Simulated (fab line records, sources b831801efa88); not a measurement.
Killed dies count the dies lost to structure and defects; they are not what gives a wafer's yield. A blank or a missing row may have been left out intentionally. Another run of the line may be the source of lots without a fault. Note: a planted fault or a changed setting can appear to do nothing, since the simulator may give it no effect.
fab line records	flow sky130
record: lots: 5	wafers: 15	last_day: 49
route steps=708 shown METAL2@500 VIA2@507
lots untouched by any fault: they come from a run of this same line in which no faults occurred
start_h: the number of hours between the record's first day and the start of the first shown wafer of the lot	wait_h: how many hours have passed since the lot's step before this one	" repeats the value in the row above	L1.1+2: several wafers, shown together as one row	- either no value or no given start	* or withheld: withheld	< > ~ a bound
route shown NAME@n: names a module that has steps shown in the file, with the first one's number in the route	usual: mean/standard deviation of fault-free wafers	same: alike in all rows	chamber/n: place in a boat	sites: each site's reading	_std_site: their standard deviation	_edge_site: the outer-site mean with the inner-site mean subtracted	radius_mm: for every site, how far away it sits from the centre of the wafer	mask NAME#n: copy n	behind: tool/chamber where the wafer was last shaped	hold: cause of the lot's hold/its duration in hours/its outcome	device: transistor that didn't switch, given as n, p or np	end of line: the same wafers' tests at the end of the route	a step without rows: its recipe alone	killed: dies that structure and defects cost at the first sort, which is not the same as the wafer's yield	map: per-die view of a wafer (x killed, . not killed, _ where there is no die)
set.NAME: the setting the step ran with; set.NAME@STEP: the setting that earlier step ran with	model.NAME: the simulator's own value behind a step, which no gauge read
lots at selected steps of the route; one table per step, one row per wafer
services: from which hour (start_h, from the record's first day; less than 0 if before it) a tool's chamber was out of use, for how many hours, and why
== steps ==
step: SKY_METAL2_DESCUM_17
recipe: chemistry: O2	source_power_w: 150	bias_power_w: 0	pressure_mtorr: 10	temp_c: 40	time_s: 8
usual: drypump_motor_current_A: 6.0/0.36	oes_product_au: 1.001/0.006
lot.wafer	tool	chamber	start_h	wait_h	drypump_motor_current_A	oes_product_au	rf_hours_counter_h
L076.3	rie_metal-01	0	838.59	0.0	6.0	1.002	-
L076.4	"	1	"	"	5.9	1.001	-
L076.6	"	0	"	"	6.1	1.005	-
L078.2	rie_metal-03	1	856.13	0.0	6.7	1.003	18
L078.5	"	0	"	"	5.6	0.992	-
L078.6	"	1	"	"	6.6	1.004	-
L090.1	rie_metal-03	1	935.08	0.0	6.6	1.000	1
L090.3	"	1	"	"	6.6	0.999	-
L090.6	"	1	"	"	6.7	1.008	-
L091.1	rie_metal-03	0	943.03	0.0	5.6	1.002	5
L091.3	"	1	"	"	6.6	1.006	-
L091.4	"	0	"	"	5.7	1.008	-
L094.1	rie_metal-03	0	968.58	0.0	5.6	0.997	7
L094.4	"	1	"	"	6.6	1.002	-
L094.6	"	1	"	"	6.6	1.001	-
step: SKY_METAL2_ETCH_18
recipe: chemistry: N2/H2	target: BARC	ion_energy_ev: 200	bias_w: 100	pressure_mtorr: 30	n2_flow_sccm: 100	h2_flow_sccm: 200	icp_w: 500	stop_on: SiO2	time_s: 45.9	target_depth_a: 600
usual: drypump_motor_current_A: 6.0/0.36	oes_product_au: 0.855/0.0045	throttle_valve_pct: 13.224/0.0085
lot.wafer	tool	chamber	start_h	wait_h	drypump_motor_current_A	oes_product_au	rf_hours_counter_h	throttle_valve_pct
L076.3	rie_metal-01	0	838.63	0.0	6.0	0.857	-	13.216
L076.4	"	1	"	"	6.0	0.856	-	13.229
L076.6	"	0	"	"	6.0	0.846	-	13.222
L078.2	rie_metal-03	1	856.16	0.0	6.7	0.866	18	13.221
L078.5	"	0	"	"	5.6	0.853	-	13.248
L078.6	"	1	"	"	6.7	0.863	-	13.228
L090.1	rie_metal-03	1	935.11	0.0	6.6	0.857	1	13.219
L090.3	"	1	"	"	6.7	0.861	-	13.233
L090.6	"	1	"	"	6.6	0.854	-	13.228
L091.1	rie_metal-03	0	943.06	0.0	5.7	0.855	5	13.229
L091.3	"	1	"	"	6.7	0.856	-	13.214
L091.4	"	0	"	"	5.7	0.854	-	13.228
L094.1	rie_metal-03	0	968.61	0.0	5.7	0.852	7	13.227
L094.4	"	1	"	"	6.7	0.851	-	13.235
L094.6	"	1	"	"	6.7	0.856	-	13.231
step: SKY_METAL2_METAL_ETCH_19
recipe: target_depth_a: 3600	stop_on: SiO2	over_etch_frac: 0.3	time_s: 78	chemistry: Cl2/BCl3	resist_sidewall_deg: 88	pressure_mtorr: 10	icp_w: 900	bias_w: 48.5	Cl2_flow_sccm: 60	bcl3_flow_sccm: 30
usual: drypump_motor_current_A: 6.0/0.36	oes_product_au: 0.855/0.0058	throttle_valve_pct: 22.265/0.0094
lot.wafer	tool	chamber	start_h	wait_h	drypump_motor_current_A	oes_product_au	rf_hours_counter_h	throttle_valve_pct
L076.3	rie_metal-01	0	838.70	0.1	6.1	0.853	-	22.267
L076.4	"	1	"	"	6.0	0.857	-	22.247
L076.6	"	0	"	"	6.1	0.852	-	22.279
L078.2	rie_metal-03	1	856.22	0.0	6.7	0.866	18	22.257
L078.5	"	0	"	"	5.7	0.861	-	22.270
L078.6	"	1	"	"	6.6	0.860	-	22.274
L090.1	rie_metal-03	1	935.17	0.0	6.6	0.858	1	22.274
L090.3	"	1	"	"	6.7	0.855	-	22.266
L090.6	"	1	"	"	6.7	0.857	-	22.257
L091.1	rie_metal-03	0	943.12	0.0	5.7	0.849	5	22.266
L091.3	"	1	"	"	6.6	0.861	-	22.267
L091.4	"	0	"	"	5.7	0.853	-	22.261
L094.1	rie_metal-03	0	968.67	0.0	5.7	0.861	7	22.270
L094.4	"	1	"	"	6.7	0.855	-	22.269
L094.6	"	1	"	"	6.7	0.854	-	22.272
step: SKY_METAL2_STRIP_20
recipe: chemistry: O2/N2	power_w: 1400	pressure_mtorr: 1500	platen_temp_c: withheld	o2_flow_sccm: 3000	n2_flow_sccm: 300	overash_fraction: 0.5
usual: drypump_motor_current_A: 5.6/0.37	oes_product_au: 0.343/0.0042	strip_time_to_endpoint_s: 2.698/0.026
lot.wafer	tool	chamber	start_h	wait_h	drypump_motor_current_A	oes_product_au	rf_hours_counter_h	strip_time_to_endpoint_s
L076.3	plasma_asher-01	0	838.79	0.1	5.8	0.350	-	2.700
L076.4	"	1	"	"	5.9	0.345	-	2.701
L076.6	"	0	"	"	5.9	0.347	-	2.719
L078.2	plasma_asher-01	1	856.31	0.1	5.9	0.353	11	2.707
L078.5	"	0	"	"	5.9	0.345	-	2.732
L078.6	"	1	"	"	5.9	0.344	-	2.704
L090.1	plasma_asher-02	0	935.26	0.1	5.7	0.340	84	2.705
L090.3	"	0	"	"	5.7	0.338	-	2.692
L090.6	"	1	"	"	5.8	0.342	-	2.699
L091.1	plasma_asher-03	0	943.21	0.1	4.9	0.347	110	2.708
L091.3	"	1	"	"	5.8	0.341	-	2.700
L091.4	"	0	"	"	4.9	0.344	-	2.711
L094.1	plasma_asher-02	0	968.76	0.1	5.7	0.346	88	2.691
L094.4	"	0	"	"	5.7	0.340	-	2.699
L094.6	"	0	"	"	5.7	0.341	-	2.669
step: SKY_METAL2_STRIP_21
recipe: chemistry: post_etch_residue_remover	time_s: 1200	temp_c: 72.5
lot.wafer	tool	chamber	start_h	wait_h
L076.3+4+6	wet_bench-04	3	838.86	0.0
L078.2+5+6	wet_bench-03	1	856.41	0.1
L090.1+3+6	wet_bench-03	3	935.36	0.1
L091.1+3+4	wet_bench-04	3	943.31	0.1
L094.1+4+6	wet_bench-03	3	968.86	0.1
step: SKY_METAL2_CLEAN_22
recipe: chemistry: IPA	time_s: 180	temp_c: 25
lot.wafer	tool	chamber	start_h	wait_h
L076.3+4+6	wet_bench-04	3	839.20	0.0
L078.2+5+6	wet_bench-01	1	856.75	0.0
L090.1+3+6	wet_bench-04	0	935.70	0.0
L091.1+3+4	wet_bench-01	2	943.68	0.0
L094.1+4+6	wet_bench-04	2	969.20	0.0
step: SKY_METAL2_CLEAN_23
recipe: chemistry: O3/DIW	dry: n2_spin
lot.wafer	tool	chamber	start_h	wait_h
L076.3+4+6	wet_bench-04	2	839.26	0.0
L078.2+5+6	wet_bench-03	3	856.82	0.0
L090.1+3+6	wet_bench-01	3	935.76	0.0
L091.1+3+4	wet_bench-04	3	943.74	0.0
L094.1+4+6	wet_bench-04	3	969.26	0.0
step: SKY_VIA2_HDPCVD_00
recipe: material: SiO2	target_thk_nm: 1180	sigma_open_frac: 0.3	time_s: 196.7	temp_c: 400	sih4_flow_sccm: 60	pressure_mtorr: 6
lot.wafer	tool	chamber	start_h	wait_h
L076.3+4+6	hdpcvd-01	2,0,2	839.35	0.0
L078.2+5+6	hdpcvd-02	1,1,0	856.91	0.0
L090.1+3+6	hdpcvd-01	2,0,0	935.86	0.0
L091.1+3+4	hdpcvd-02	1,2,0	943.84	0.0
L094.1+4+6	hdpcvd-02	2,2,0	969.35	0.0
step: SKY_VIA2_THK_MEAS_01
recipe: reads: SiO2_of_VIA2_HDPCVD_00
usual: VIA2_HDPCVD_THK: 1185/11
lot.wafer	tool	chamber	start_h	wait_h	VIA2_HDPCVD_THK[nm]
L076.3	film_metro-01	-	839.50	0.1	1191
L076.4	"	-	"	"	1183
L076.6	"	-	"	"	1192
L078.2	film_metro-01	-	857.04	0.1	1179
L078.5	"	-	"	"	1188
L078.6	"	-	"	"	1182
L090.1	film_metro-01	-	935.99	0.1	1167
L090.3	"	-	"	"	1168
L090.6	"	-	"	"	1162
L091.1	film_metro-03	-	943.97	0.1	1182
L091.3	"	-	"	"	1190
L091.4	"	-	"	"	1186
L094.1	film_metro-01	-	969.48	0.1	1193
L094.4	"	-	"	"	1192
L094.6	"	-	"	"	1183
step: SKY_VIA2_CMP_02
recipe: material: SiO2	down_force_psi: 4	platen_rpm: 60	pad_velocity_m_s: 0.94248
usual: motor_current_A: 12.0/1.7	platen_rpm: 60.00/0.043
lot.wafer	tool	chamber	start_h	wait_h	motor_current_A	platen_rpm
L076.4	cmp-01	2	839.54	0.0	13.2	60.06
L076.3	"	1	"	"	12.8	59.96
L076.6	"	3	"	"	8.9	60.04
L078.2	cmp-01	3	857.66	0.6	9.2	59.95
L078.6	"	1	"	"	12.7	59.98
L078.5	"	2	"	"	13.0	60.00
L090.3	cmp-01	1	936.05	0.0	12.7	60.01
L090.1	"	2	"	"	13.3	59.97
L090.6	"	1	"	"	13.3	60.05
L091.4	cmp-02	1	944.03	0.0	13.1	59.99
L091.3	"	2	"	"	12.8	59.99
L091.1	"	3	"	"	13.2	59.93
L094.1	cmp-01	3	969.64	0.1	9.7	59.97
L094.4	"	0	"	"	10.1	60.04
L094.6	"	2	"	"	13.1	60.02
step: SKY_VIA2_BOW_MEAS_03
recipe: mode: bow
usual: VIA2_BOW: 86/6.5
lot.wafer	tool	chamber	start_h	wait_h	VIA2_BOW[um]
L076.3	film_metro-03	-	839.88	0.1	91
L076.4	"	-	"	"	86
L076.6	"	-	"	"	93
L078.2	film_metro-01	-	857.88	0.2	82
L078.5	"	-	"	"	84
L078.6	"	-	"	"	81
L090.1	film_metro-01	-	936.35	0.2	84
L090.3	"	-	"	"	84
L090.6	"	-	"	"	87
L091.1	film_metro-03	-	944.33	0.1	84
L091.3	"	-	"	"	89
L091.4	"	-	"	"	87
L094.1	film_metro-01	-	969.84	0.1	88
L094.4	"	-	"	"	82
L094.6	"	-	"	"	81
step: SKY_VIA2_DEHYDRATE_04
recipe: temp_c: 200	time_s: 60
lot.wafer	tool	chamber	start_h	wait_h
L076.3+4+6	litho_track-04	0	852.38	12.5
L078.2+5+6	litho_track-02	0	869.05	11.2
L090.1+3+6	litho_track-01	0	947.42	11.1
L091.1+3+4	litho_track-01	0	956.12	11.8
L094.1+4+6	litho_track-04	0	981.28	11.4
step: SKY_VIA2_HMDS_05
recipe: prime_time_s: 60	prime_temp_c: 120
lot.wafer	tool	chamber	start_h	wait_h
L076.3+4+6	litho_track-04	0	852.53	0.1
L078.2+5+6	litho_track-02	0	869.20	0.1
L090.1+3+6	litho_track-01	0	947.57	0.1
L091.1+3+4	litho_track-01	0	956.27	0.1
L094.1+4+6	litho_track-04	0	981.43	0.1
step: SKY_VIA2_COAT_06
recipe: resist: BARC	temp_c: withheld	time_s: withheld	spin_rpm: 3000	resist_thk_nm: 60
lot.wafer	tool	chamber	start_h	wait_h
L076.3+4+6	litho_track-04	0	852.68	0.1
L078.2+5+6	litho_track-02	0	869.35	0.1
L090.1+3+6	litho_track-01	0	947.72	0.1
L091.1+3+4	litho_track-01	0	956.42	0.1
L094.1+4+6	litho_track-04	0	981.58	0.1
step: SKY_VIA2_COAT_07
recipe: resist: KrF-thick	spin_rpm: 3000	resist_thk_nm: 450
lot.wafer	tool	chamber	start_h	wait_h
L076.3+4+6	litho_track-04	0	-	-
L078.2+5+6	litho_track-02	0	-	-
L090.1+3+6	litho_track-01	0	-	-
L091.1+3+4	litho_track-01	0	-	-
L094.1+4+6	litho_track-04	0	-	-
step: SKY_VIA2_SOFTBAKE_08
recipe: temp_c: 100	time_s: 90	resist: KrF-thick
lot.wafer	tool	chamber	start_h	wait_h
L076.3+4+6	litho_track-04	0	-	-
L078.2+5+6	litho_track-02	0	-	-
L090.1+3+6	litho_track-01	0	-	-
L091.1+3+4	litho_track-01	0	-	-
L094.1+4+6	litho_track-04	0	-	-
step: SKY_VIA2_EXPOSE_09
recipe: mask_id: VIM2	na: 0.8	source_shape: annular	sigma_inner: 0.55	sigma_outer: 0.85	target_cd_nm: 200	dose_mj: 38
lot.wafer	tool	chamber	start_h	wait_h	mask
L076.3+4+6	krf_scanner-02	0	-	-	VIM2#0
L078.2+5+6	krf_scanner-02	0	-	-	VIM2#0
L090.1+3+6	krf_scanner-02	0	-	-	VIM2#0
L091.1+3+4	krf_scanner-02	0	-	-	VIM2#0
L094.1+4+6	krf_scanner-01	0	-	-	VIM2#0
step: SKY_VIA2_PEB_10
recipe: peb_temp_c: withheld	peb_time_s: withheld	resist: KrF-thick
lot.wafer	tool	chamber	start_h	wait_h
L076.3+4+6	litho_track-04	0	-	-
L078.2+5+6	litho_track-02	0	-	-
L090.1+3+6	litho_track-02	0	-	-
L091.1+3+4	litho_track-01	0	-	-
L094.1+4+6	litho_track-01	0	-	-
step: SKY_VIA2_DEVELOP_11
recipe: develop_time_s: 60	resist: KrF-thick	dev_temp_c: 21
lot.wafer	tool	chamber	start_h	wait_h
L076.3+4+6	litho_track-04	0	-	-
L078.2+5+6	litho_track-02	0	-	-
L090.1+3+6	litho_track-02	0	-	-
L091.1+3+4	litho_track-01	0	-	-
L094.1+4+6	litho_track-01	0	-	-
step: SKY_VIA2_CD_MEAS_12
recipe: target_cd_nm: 200
usual: cd_nm: 199.4/1.4
lot.wafer	tool	chamber	start_h	wait_h	cd_nm
L076.3	cd_sem-02	-	865.27	-	197.5
L076.4	"	-	"	"	198.7
L076.6	"	-	"	"	199.8
L078.2	cd_sem-01	-	883.25	-	197.4
L078.5	"	-	"	"	198.1
L078.6	"	-	"	"	197.7
L090.1	cd_sem-02	-	960.33	-	198.6
L090.3	"	-	"	"	198.3
L090.6	"	-	"	"	197.4
L091.1	cd_sem-02	-	968.22	-	197.8
L091.3	"	-	"	"	198.1
L091.4	"	-	"	"	197.5
L094.1	cd_sem-01	-	993.42	-	199.7
L094.4	"	-	"	"	199.1
L094.6	"	-	"	"	199.3
== services ==
tool	chamber	start_h	hours	kind
cmp-02	-	820.43	0.6	repair
cmp-01	-	823.54	1.1	repair
krf_scanner-02	-	828.20	7.4	repair
hdpcvd-02	-	828.93	2.7	repair
cmp-02	-	832.52	1.5	repair
hdpcvd-02	0	833.88	19.9	repair
krf_scanner-02	-	835.56	1.3	pm
cmp-02	-	843.39	15.6	pm
rie_metal-01	-	853.09	0.4	repair
cmp-01	-	859.08	4.2	pm
cmp-01	-	871.35	0.6	repair
rie_metal-03	-	891.15	1.4	pm
rie_metal-01	-	911.02	0.7	repair
cmp-01	-	911.32	1.0	repair
plasma_asher-02	-	916.68	2.8	pm
cmp-01	-	916.91	4.0	pm
krf_scanner-02	-	917.06	0.8	pm
plasma_asher-01	-	918.05	0.6	repair
cmp-01	-	924.28	0.3	repair
krf_scanner-02	-	928.14	1.0	pm
hdpcvd-02	1	928.65	4.4	repair
rie_metal-01	1	935.69	20.8	repair
hdpcvd-02	-	950.25	15.0	pm
hdpcvd-02	-	992.40	1.9	repair
== key ==
fault none
